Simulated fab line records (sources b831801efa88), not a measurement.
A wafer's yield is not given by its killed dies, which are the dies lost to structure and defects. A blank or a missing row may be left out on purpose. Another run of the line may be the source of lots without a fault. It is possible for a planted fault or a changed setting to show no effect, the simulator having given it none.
Matching of chambers / flow sky130 / rie_diel-03 running SKY_VIA1_ETCH_15: 4 sister chambers
The step etches SiO2 in C4F8/O2/Ar, stops on TiN, target depth 351 nm, time 54 s. 14 wafers are shown with their chamber, then 6 later ones without.

WAFERS WITH THEIR CHAMBER
wafer=L961.3; chamber=1; bias_w (W)=1204; oes_product_au (a.u.)=0.974
wafer=L961.5; chamber=1; bias_w (W)=1203; oes_product_au (a.u.)=0.976
wafer=L961.6; chamber=2; bias_w (W)=1199; oes_product_au (a.u.)=0.983
wafer=L964.1; chamber=2; bias_w (W)=1200; oes_product_au (a.u.)=0.981
wafer=L964.2; chamber=1; bias_w (W)=1199; oes_product_au (a.u.)=0.984
wafer=L964.6; chamber=0; bias_w (W)=1206; oes_product_au (a.u.)=0.984
wafer=L966.1; chamber=3; bias_w (W)=1195; oes_product_au (a.u.)=0.983
wafer=L966.5; chamber=0; bias_w (W)=1200; oes_product_au (a.u.)=0.984
wafer=L966.6; chamber=1; bias_w (W)=1196; oes_product_au (a.u.)=0.985
wafer=L968.1; chamber=0; bias_w (W)=1206; oes_product_au (a.u.)=0.976
wafer=L968.4; chamber=1; bias_w (W)=1195; oes_product_au (a.u.)=0.968
wafer=L968.5; chamber=2; bias_w (W)=1206; oes_product_au (a.u.)=0.981
wafer=L972.2; chamber=3; bias_w (W)=1201; oes_product_au (a.u.)=0.979
wafer=L972.3; chamber=1; bias_w (W)=1204; oes_product_au (a.u.)=0.976

SIGNATURES (means of the wafers above)
reading=bias_w; chamber 0=1204.00; chamber 1=1200.17; chamber 2=1201.67; chamber 3=1198.00; scatter within a chamber=3.92
reading=oes_product_au; chamber 0=0.98133; chamber 1=0.97717; chamber 2=0.98167; chamber 3=0.98100; scatter within a chamber=0.00508
Rule: for each reading, subtract the chamber's mean from the wafer's reading, divide by that reading's scatter and square the result; add these up over the readings and take the root, which gives the wafer's distance from the chamber. If the next closest chamber is less than 2 further off than the closest, the wafer can't be placed; otherwise it belongs to the closest. The scatter: take each reading less its chamber's mean, square it, sum over the shown wafers, divide by the number of wafers less the number of chambers, and take the root.

WAFERS WITH NO CHAMBER GIVEN
wafer=L972.5; bias_w (W)=1193; oes_product_au (a.u.)=0.972
wafer=L976.4; bias_w (W)=1200; oes_product_au (a.u.)=0.973
wafer=L976.6; bias_w (W)=1199; oes_product_au (a.u.)=0.984
wafer=L979.1; bias_w (W)=1200; oes_product_au (a.u.)=0.976
wafer=L979.5; bias_w (W)=1198; oes_product_au (a.u.)=0.979
wafer=L979.6; bias_w (W)=1197; oes_product_au (a.u.)=0.977

THE CHAMBER EACH PASSED THROUGH
wafer=L972.5; from the rows above=can't be placed: 1 or 3 or 2 or 0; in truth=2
wafer=L976.4; from the rows above=can't be placed: 1 or 3 or 2 or 0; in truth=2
wafer=L976.6; from the rows above=can't be placed: 3 or 2 or 1 or 0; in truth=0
wafer=L979.1; from the rows above=can't be placed: 1 or 3 or 2 or 0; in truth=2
wafer=L979.5; from the rows above=can't be placed: 3 or 1 or 2 or 0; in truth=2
wafer=L979.6; from the rows above=can't be placed: 1 or 3 or 2 or 0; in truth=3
Placed correctly: 0 of 6. Can't be placed from these rows: 6 (the true chamber is among the candidates in 6). Wrongly placed: 0.
